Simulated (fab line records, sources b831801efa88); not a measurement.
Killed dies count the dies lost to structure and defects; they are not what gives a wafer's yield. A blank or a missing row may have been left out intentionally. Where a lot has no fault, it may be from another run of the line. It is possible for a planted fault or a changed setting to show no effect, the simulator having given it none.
Chamber matching | flow sky130 | 4 sister chambers for SKY_LI_CONTACT_CMP_24 on cmp-02
The step polishes, stops on PSG, t overpolish 20 s, target thk 0 nm. 4 wafers are shown with their chamber, then 8 later ones without.

== WAFERS WITH THEIR CHAMBER ==
wafer  | chamber | motor_current_A (A)
L103.5 | 3       | 12.2
L112.3 | 2       | 13.4
L112.4 | 1       | 12.4
L113.1 | 0       | 10.1

== WAFERS MISSING THEIR CHAMBER ==
wafer  | motor_current_A (A)
L113.3 | 12.5
L113.6 | 13.6
L114.1 | 12.2
L114.5 | 12.8
L114.6 | 12.0
L116.1 | 11.8
L116.2 | 13.4
L116.5 | 12.5

== THE CHAMBER EACH PASSED THROUGH ==
wafer  | from the rows above          | in truth
L113.3 | can't be placed: 1 or 3      | 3
L113.6 | 2                            | 2
L114.1 | can't be placed: 3 or 1      | 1
L114.5 | can't be placed: 1 or 2 or 3 | 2
L114.6 | can't be placed: 3 or 1      | 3
L116.1 | can't be placed: 3 or 1      | 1
L116.2 | 2                            | 2
L116.5 | can't be placed: 1 or 3      | 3
Correctly placed: 2 of 8. These rows do not allow placing 6 (true chamber among the candidates in 6). Placed wrongly: 0.
How it was worked out, from the rows above alone: a wafer's distance from a chamber is the root of the sum, over the readings, of the square of ((its reading less the chamber's mean) divided by the reading's scatter). The wafer belongs to the nearest chamber; if the next one is less than 2 further off, it can't be placed. A chamber's mean is the mean of its shown wafers. The scatter: root of mean squared gap, hidden wafer to nearest shown wafer, with one shown wafer a chamber.
